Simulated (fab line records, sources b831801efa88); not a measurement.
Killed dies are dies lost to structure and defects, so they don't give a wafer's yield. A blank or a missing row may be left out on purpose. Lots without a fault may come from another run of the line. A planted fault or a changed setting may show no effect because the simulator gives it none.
fab line records | flow sky130
record lots=6 wafers=18 last_day=50
route steps=708 shown LDD_P@263 LDD_HVN@267 PAD_OPEN@708
lots that met no fault: from a run of the same line without faults
start_h: hours from the record's first day to the start of the lot's first wafer shown | wait_h: hours since the lot's step before | " the same as in the row above | L1.1+2: a row that stands for several wafers | - no value, or no start given | * or withheld: withheld | < > ~ a bound
route shown NAME@n: a module of which the file shows steps, and the number in the route of the first | usual: mean/standard deviation of fault-free wafers | same: alike in all rows | chamber/n: place in a boat | sites: the reading at each site | _std_site: their standard deviation | _edge_site: outer sites' mean less inner sites' | radius_mm: how far each site lies from the wafer's centre | mask NAME#n: copy n | behind: the tool/chamber that last shaped the wafer | hold: why the lot was held/for how many hours/how that ended | device: the transistor (n, p or np) that didn't switch | end of line: the same wafers' tests at the end of the route | a step without rows: its recipe alone | killed: dies lost to structure and defects at the first sort, not the wafer's yield | map: a wafer's dies, x killed, . not, _ none there
set.NAME: the setting as run; set.NAME@STEP: as run at that earlier step | model.NAME: the simulator's own value behind a step, which no gauge read
lots at some steps of the route; a table a step, a row a wafer
services: from which hour (start_h, from the record's first day; less than 0 if before it) a tool's chamber was out of use, for how many hours, and why
## steps
# step SKY_LDD_P_OVL_MEAS_08
# usual LDD_P_OVL=-0.3/1.8
# columns lot.wafer tool chamber start_h wait_h LDD_P_OVL[nm]
L270.2 overlay-02 - 436.47 0.1 2.0
L270.3 " - " " 1.7
L270.5 " - " " 2.5
L277.1 overlay-02 - 499.56 0.1 1.2
L277.3 " - " " -0.3
L277.4 " - " " -1.2
L278.3 overlay-01 - 520.72 0.1 0.2
L278.5 " - " " -1.7
L278.6 " - " " -0.2
L283.3 overlay-01 - 546.43 0.1 -0.1
L283.5 " - " " 0.8
L283.6 " - " " 1.3
L286.1 overlay-02 - 575.89 0.1 -1.1
L286.2 " - " " -0.7
L286.6 " - " " -2.2
L291.1 overlay-01 - 620.11 0.1 0.0
L291.2 " - " " -0.9
L291.4 " - " " -0.8
# step SKY_LDD_P_IMPLANT_09
# recipe species=BF2 energy_kev=25 dose_cm2=1e+13 tilt_deg=withheld
# step SKY_LDD_P_STRIP_10
# recipe chemistry=O2/N2 power_w=1400 pressure_mtorr=1500 platen_temp_c=withheld o2_flow_sccm=3000 n2_flow_sccm=300 overash_fraction=0.5
# usual drypump_motor_current_A=5.6/0.5 o2_flow_sccm=3000/9.9 oes_product_au=0.715/0.0045 strip_time_to_endpoint_s=14.33/0.034
# columns lot.wafer tool chamber start_h wait_h drypump_motor_current_A o2_flow_sccm oes_product_au rf_hours_counter_h strip_time_to_endpoint_s
L270.2 plasma_asher-01 0 436.65 0.1 5.8 2986 0.711 63 14.32
L270.3 " 1 " " 5.2 2998 0.711 - 14.30
L270.5 " 1 " " 5.2 3003 0.710 - 14.32
L277.1 plasma_asher-03 1 499.75 0.1 5.8 2997 0.716 34 14.30
L277.3 " 1 " " 5.9 3000 0.718 - 14.29
L277.4 " 0 " " 6.5 3007 0.725 - 14.27
L278.3 plasma_asher-01 0 520.93 0.1 5.9 3000 0.715 - 14.33
L278.5 " 1 " " 5.2 3006 0.713 - 14.30
L278.6 " 0 " " 5.9 2999 0.714 - 14.28
L283.3 plasma_asher-02 0 546.63 0.1 5.2 3005 0.722 - 14.39
L283.5 " 1 " " 5.1 2987 0.719 - 14.32
L283.6 " 0 " " 5.2 3002 0.716 - 14.30
L286.1 plasma_asher-03 0 576.08 0.1 6.5 3000 0.716 41 14.33
L286.2 " 1 " " 5.8 3001 0.717 41 14.31
L286.6 " 1 " " 5.8 3004 0.713 - 14.33
L291.1 plasma_asher-03 0 620.30 0.1 6.5 2990 0.714 46 14.34
L291.2 " 1 " " 5.9 2991 0.720 46 14.31
L291.4 " 1 " " 5.8 3004 0.705 - 14.28
# step SKY_LDD_P_TW_MEAS_11
# usual LDD_P_TW=632/5.4
# columns lot.wafer tool chamber start_h wait_h LDD_P_TW
L270.2 film_metro-02 - 436.76 0.1 631
L270.3 " - " " 634
L270.5 " - " " 632
L277.1 film_metro-04 - 499.85 0.1 637
L277.3 " - " " 636
L277.4 " - " " 636
L278.3 film_metro-04 - 521.01 0.1 639
L278.5 " - " " 640
L278.6 " - " " 636
L283.3 film_metro-02 - 546.72 0.1 629
L283.5 " - " " 633
L283.6 " - " " 631
L286.1 film_metro-04 - 576.18 0.1 632
L286.2 " - " " 635
L286.6 " - " " 631
L291.1 film_metro-04 - 620.40 0.1 639
L291.2 " - " " 637
L291.4 " - " " 637
# step SKY_LDD_HVN_DEHYDRATE_00
# recipe temp_c=200 time_s=60
# step SKY_LDD_HVN_HMDS_01
# recipe prime_time_s=60 prime_temp_c=120
# step SKY_LDD_HVN_COAT_02
# recipe resist=NOVOLAK spin_rpm=3000 resist_thk_nm=300
# step SKY_LDD_HVN_SOFTBAKE_03
# recipe temp_c=90 time_s=60 resist=NOVOLAK
# step SKY_LDD_HVN_EXPOSE_04
# recipe mask_id=HVNTM na=0.6 source_shape=conventional sigma_outer=0.6 polarization=unpolarized target_cd_nm=700 dose_mj=127
# step SKY_LDD_HVN_PEB_05
# recipe temp_c=withheld time_s=* resist=NOVOLAK
# step SKY_LDD_HVN_DEVELOP_06
# recipe resist=NOVOLAK developer=TMAH develop_time_s=60 dev_temp_c=23
# step SKY_LDD_HVN_OVL_MEAS_07
# usual LDD_HVN_OVL=1.2/1.5
# columns lot.wafer tool chamber start_h wait_h LDD_HVN_OVL[nm]
L270.2 overlay-02 - 467.50 0.1 0.5
L270.3 " - " " -0.5
L270.5 " - " " -0.5
L277.1 overlay-02 - 528.94 0.1 0.4
L277.3 " - " " -1.7
L277.4 " - " " 0.0
L278.3 overlay-01 - 551.06 0.1 2.3
L278.5 " - " " 1.8
L278.6 " - " " 1.5
L283.3 overlay-01 - 575.85 0.1 3.0
L283.5 " - " " 2.2
L283.6 " - " " 2.5
L286.1 overlay-02 - 604.57 0.1 3.2
L286.2 " - " " 2.5
L286.6 " - " " 2.6
L291.1 overlay-02 - 649.37 0.1 -0.5
L291.2 " - " " 1.4
L291.4 " - " " -0.4
# step SKY_LDD_HVN_IMPLANT_08
# recipe species=P energy_kev=60 dose_cm2=3e+13 tilt_deg=40
# usual beam_on_s=10.02/0.21 dose_ions_cm2=3e+13/3.1e+10 end_station_pressure_torr=5.13e-06/2.5e-07 faraday_current_uA=169/3.4
# columns lot.wafer tool chamber start_h wait_h beam_on_s dose_ions_cm2 end_station_pressure_torr faraday_current_uA
L270.2 implanter-02 0 467.56 0.0 9.65 3.004e+13 5.06e-06 175
L270.3 " 0 " " 9.95 3e+13 5.03e-06 171
L270.5 " 0 " " 9.73 3.001e+13 4.88e-06 173
L277.1 implanter-02 0 528.97 0.0 9.74 2.998e+13 4.89e-06 174
L277.3 " 0 " " 10.33 2.998e+13 4.75e-06 164
L277.4 " 0 " " 9.77 3e+13 5.08e-06 173
L278.3 implanter-02 0 551.14 0.1 12.20 3.0823e+14 5.78e-06 1419
L278.5 " 0 " " 12.35 3.082e+14 5.79e-06 1411
L278.6 " 0 " " 12.20 3.0824e+14 5.89e-06 1412
L283.3 implanter-02 0 575.92 0.1 12.02 3.082e+14 6.15e-06 1450
L283.5 " 0 " " 12.05 3.0817e+14 5.94e-06 1438
L283.6 " 0 " " 12.10 3.0822e+14 5.8e-06 1438
L286.1 implanter-03 0 604.61 0.0 9.90 2.999e+13 4.86e-06 171
L286.2 " 0 " " 9.90 2.997e+13 5.32e-06 171
L286.6 " 0 " " 10.09 2.997e+13 5.12e-06 167
L291.1 implanter-04 0 649.41 0.0 10.66 2.996e+13 5.22e-06 159
L291.2 " 0 " " 9.87 3.002e+13 5.59e-06 172
L291.4 " 0 " " 9.97 2.999e+13 5.08e-06 169
# step SKY_LDD_HVN_STRIP_09
# recipe chemistry=O2/N2 power_w=1400 pressure_mtorr=1500 platen_temp_c=withheld o2_flow_sccm=3000 n2_flow_sccm=300 overash_fraction=0.5
# usual drypump_motor_current_A=5.9/0.35 o2_flow_sccm=3000/9.8 oes_product_au=0.408/0.0042 strip_time_to_endpoint_s=4.133/0.013
# columns lot.wafer tool chamber start_h wait_h drypump_motor_current_A o2_flow_sccm oes_product_au rf_hours_counter_h strip_time_to_endpoint_s
L270.2 plasma_asher-01 0 467.68 0.1 5.9 3002 0.415 67 4.140
L270.3 " 0 " " 5.8 3002 0.413 - 4.140
L270.5 " 1 " " 5.2 2993 0.418 - 4.145
L277.1 plasma_asher-04 0 529.12 0.1 6.0 2985 0.409 85 4.144
L277.3 " 0 " " 6.0 2994 0.409 - 4.136
L277.4 " 1 " " 6.0 2993 0.413 - 4.119
L278.3 plasma_asher-03 1 551.27 0.1 5.8 2997 0.404 - 4.141
L278.5 " 1 " " 5.8 3009 0.411 - 4.132
L278.6 " 0 " " 6.5 3014 0.406 - 4.133
L283.3 plasma_asher-01 0 576.06 0.1 5.9 3000 0.410 - 4.157
L283.5 " 0 " " 5.9 3001 0.418 - 4.154
L283.6 " 1 " " 5.2 3004 0.402 - 4.165
L286.1 plasma_asher-01 1 604.76 0.1 5.2 2988 0.407 80 4.145
L286.2 " 0 " " 5.9 3010 0.404 80 4.137
L286.6 " 0 " " 5.9 3011 0.408 - 4.146
L291.1 plasma_asher-03 0 649.56 0.1 6.5 2989 0.404 49 4.130
L291.2 " 1 " " 5.9 2996 0.411 49 4.130
L291.4 " 1 " " 5.8 2998 0.405 - 4.120
# step SKY_LDD_HVN_TW_MEAS_10
# usual LDD_HVN_TW=1435/9.4
# columns lot.wafer tool chamber start_h wait_h hold LDD_HVN_TW
L270.2 film_metro-03 - 467.79 0.1 - 1452
L270.3 " - " " - 1431
L270.5 " - " " - 1448
L277.1 film_metro-03 - 529.22 0.1 - 1440
L277.3 " - " " - 1445
L277.4 " - " " - 1446
L278.3 film_metro-02 - 551.36 0.1 await_dispo/0.2h/release 2912
L278.5 " - " " await_dispo/0.2h/release 2906
L278.6 " - " " await_dispo/0.2h/release 2912
L278.3 film_metro-02 - 551.58 0.2 - 2910
L278.5 " - " " - 2927
L278.6 " - " " - 2915
L283.3 film_metro-02 - 576.14 0.1 await_dispo/0.2h/release 2880
L283.5 " - " " await_dispo/0.2h/release 2905
L283.6 " - " " await_dispo/0.2h/release 2894
L283.3 film_metro-02 - 576.37 0.2 - 2914
L283.5 " - " " - 2904
L283.6 " - " " - 2913
L286.1 film_metro-02 - 604.86 0.1 - 1421
L286.2 " - " " - 1428
L286.6 " - " " - 1416
L291.1 film_metro-03 - 649.66 0.1 - 1435
L291.2 " - " " - 1432
L291.4 " - " " - 1430
# step SKY_PAD_OPEN_PROBE_99
# usual defect_limited_yield=82.7/2 killed_at_M0_to_M3=43/7.4 killed_at_M4_up=3.5/2.1 killed_at_contacts=24/5.4 killed_at_front_end=15/4.7 killed_at_other=0.2/0.44 killed_dies=85/10 killed_open=47/7.1 killed_short=38/7 sort_bin_3_pad_short=0.9/0.41 sort_bin_5_function=10.4/1.6 sort_bin_6_memory=6.1/1.1 sort_n_pass=407/10 sort_yield_pct=82.7/2
# same gross_dies=492 killed_at_back_side=0 sort_bin_4_leakage[%]=0 sort_bin_8_speed[%]=0
# columns lot.wafer tool chamber start_h wait_h defect_limited_yield[%] killed_at_M0_to_M3 killed_at_M4_up killed_at_contacts killed_at_front_end killed_at_other killed_dies killed_open killed_short sort_bin_3_pad_short[%] sort_bin_5_function[%] sort_bin_6_memory[%] sort_n_pass sort_yield_pct[%]
L270.2 prober-01 - 1077.87 0.1 85.8 43 4 11 11 1 70 40 30 0.6 9.3 4.3 422 85.8
L270.3 prober-01 - 1077.92 0.2 81.7 45 2 23 20 0 90 56 34 0.6 12.2 5.5 402 81.7
L270.5 prober-01 - 1078.02 0.2 84.8 47 2 20 6 0 75 47 28 0.2 10.4 4.7 417 84.8
L277.1 prober-01 - 1124.75 0.1 84.8 38 2 18 17 0 75 45 30 0.4 10.0 4.9 417 84.8
L277.3 prober-01 - 1124.85 0.2 81.1 44 8 27 13 1 93 44 49 1.2 10.2 7.5 399 81.1
L277.4 prober-01 - 1124.90 0.2 80.3 45 6 29 16 1 97 49 48 1.0 11.6 7.1 395 80.3
L286.1 prober-01 - 1167.67 0.1 83.7 36 3 29 12 0 80 41 39 0.8 9.1 6.3 412 83.7
L286.2 prober-01 - 1167.72 0.1 77.2 56 5 28 22 1 112 65 47 0.8 14.4 7.5 380 77.2
L286.6 prober-01 - 1167.92 0.2 80.7 49 4 25 15 2 95 53 42 0.6 12.8 5.9 397 80.7
L291.1 prober-02 - 1192.83 0.1 78.5 61 3 25 17 0 106 50 56 1.0 12.0 8.5 386 78.5
L291.2 prober-02 - 1192.88 0.1 80.3 54 3 27 13 0 97 53 44 0.4 14.2 5.1 395 80.3
L291.4 prober-02 - 1192.98 0.2 80.7 56 8 24 7 0 95 49 46 0.8 11.4 7.1 397 80.7
# killed by level:class
L270.2 VIA1:geometric_particle:open=10 VIA2:geometric_particle:open=7 VIA1:geometric_particle:short=7 VIA3:geometric_particle:open=7 FIELD_ISO:geometric_particle:open=4 POLY_GATE:geometric_particle:short=3 LI_CONTACT:geometric_particle:open=3 LI_CONTACT:geometric_particle:short=3
L270.3 VIA1:geometric_particle:open=11 VIA3:geometric_particle:open=10 FIELD_ISO:geometric_particle:open=8 METAL1:geometric_particle:short=8 LI_CONTACT:geometric_particle:open=8 VIA2:geometric_particle:open=8 CONTACT:geometric_particle:open=8 FIELD_ISO:geometric_particle:short=5
L270.5 VIA1:geometric_particle:open=12 VIA3:geometric_particle:open=10 CONTACT:geometric_particle:open=10 METAL1:geometric_particle:short=8 FIELD_ISO:geometric_particle:open=4 LI_CONTACT:geometric_particle:open=4 VIA1:geometric_particle:short=3 CONTACT:geometric_particle:short=3
L277.1 VIA1:geometric_particle:open=9 VIA1:geometric_particle:short=7 POLY_GATE:geometric_particle:open=6 CONTACT:geometric_particle:open=6 VIA3:geometric_particle:open=4 LI_CONTACT:geometric_particle:open=4 CONTACT:geometric_particle:short=4 VIA2:geometric_particle:open=4
L277.3 VIA1:geometric_particle:open=11 CONTACT:geometric_particle:open=7 LOCAL_INTERCONNECT:geometric_particle:short=7 CONTACT:geometric_particle:short=6 VIA3:geometric_particle:open=6 METAL4:geometric_particle:short=6 LI_CONTACT:geometric_particle:open=5 METAL1:geometric_particle:short=5
L277.4 CONTACT:geometric_particle:open=9 LI_CONTACT:geometric_particle:open=8 VIA1:geometric_particle:open=8 METAL4:geometric_particle:short=6 VIA3:geometric_particle:open=6 POLY_GATE:geometric_particle:open=5 LOCAL_INTERCONNECT:geometric_particle:short=5 CONTACT:geometric_particle:short=5
L286.1 VIA3:geometric_particle:open=12 CONTACT:geometric_particle:open=9 LI_CONTACT:geometric_particle:open=8 VIA1:geometric_particle:short=8 CONTACT:geometric_particle:short=7 VIA1:geometric_particle:open=5 POLY_GATE:geometric_particle:short=3 LOCAL_INTERCONNECT:geometric_particle:short=3
L286.2 VIA1:geometric_particle:open=18 LI_CONTACT:geometric_particle:open=10 VIA1:geometric_particle:short=9 CONTACT:geometric_particle:open=8 VIA3:geometric_particle:open=7 POLY_GATE:geometric_particle:short=6 VIA2:geometric_particle:open=6 POLY_GATE:geometric_particle:open=5
L286.6 VIA1:geometric_particle:open=14 CONTACT:geometric_particle:open=10 POLY_GATE:geometric_particle:open=7 VIA1:geometric_particle:short=7 CONTACT:geometric_particle:short=6 VIA2:geometric_particle:open=6 LI_CONTACT:geometric_particle:open=4 METAL1:geometric_particle:short=4
L291.1 VIA1:geometric_particle:open=13 POLY_GATE:geometric_particle:short=9 CONTACT:geometric_particle:open=9 VIA1:geometric_particle:short=8 LI_CONTACT:geometric_particle:open=7 METAL1:geometric_particle:short=7 VIA3:geometric_particle:open=7 METAL2:geometric_particle:short=6
L291.2 VIA1:geometric_particle:open=16 LI_CONTACT:geometric_particle:open=10 VIA2:geometric_particle:open=9 LOCAL_INTERCONNECT:geometric_particle:short=8 CONTACT:geometric_particle:open=5 METAL3:geometric_particle:short=5 VIA2:geometric_particle:short=5 VIA1:geometric_particle:short=4
L291.4 VIA1:geometric_particle:open=10 CONTACT:geometric_particle:open=8 LI_CONTACT:geometric_particle:open=7 METAL1:geometric_particle:short=7 VIA1:geometric_particle:short=7 METAL2:geometric_particle:short=6 VIA3:geometric_particle:open=6 VIA2:geometric_particle:open=5
## services
# columns tool chamber start_h hours kind
plasma_asher-02 - 421.25 9.0 pm
plasma_asher-02 0 421.25 9.0 vent_cycle
plasma_asher-02 1 421.25 9.0 vent_cycle
plasma_asher-01 - 427.86 0.8 repair
plasma_asher-02 0 430.25 - clean
plasma_asher-02 1 430.25 - clean
implanter-02 - 446.55 9.4 repair
implanter-03 - 456.17 4.3 pm
implanter-02 - 513.62 1.8 repair
implanter-03 - 514.08 18.9 pm
plasma_asher-04 - 547.84 2.8 pm
implanter-04 - 549.18 3.7 pm
plasma_asher-04 - 605.25 3.5 repair
implanter-03 - 607.63 0.6 repair
implanter-04 - 613.98 4.0 repair
implanter-03 - 614.14 1.8 repair
implanter-02 - 618.23 4.0 repair
implanter-04 - 625.01 1.0 repair
plasma_asher-04 - 639.74 12.4 repair
## key
first_sign step=SKY_LDD_HVN_IMPLANT_08 reading=dose_ions_cm2 direction=up sigmas=99+ usual=* struck=*
effect step=SKY_LDD_HVN_IMPLANT_08 reading=faraday_current_uA direction=up sigmas=99+ usual=169 struck=1428
effect step=SKY_LDD_HVN_TW_MEAS_10 reading=visit direction=added
effect step=SKY_LDD_HVN_TW_MEAS_10 reading=LDD_HVN_TW direction=up sigmas=99+ usual=1435 struck=2902
met_at SKY_LDD_HVN_IMPLANT_08
struck_wafers L278.3,L278.5,L278.6,L283.3,L283.5,L283.6
scrapped_behind SKY_LDD_HVN_TW_MEAS_10 L278.3,L278.5,L278.6,L283.3,L283.5,L283.6
onset_between 528.97 551.14
fault kind=process_parameter_drift tool=implanter-02 chamber=- onset_h=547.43 steps=SKY_LDD_HVN_IMPLANT_08 channel=dose_cm2 offset=* shape=step end_h=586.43 acts_in=* stated=*
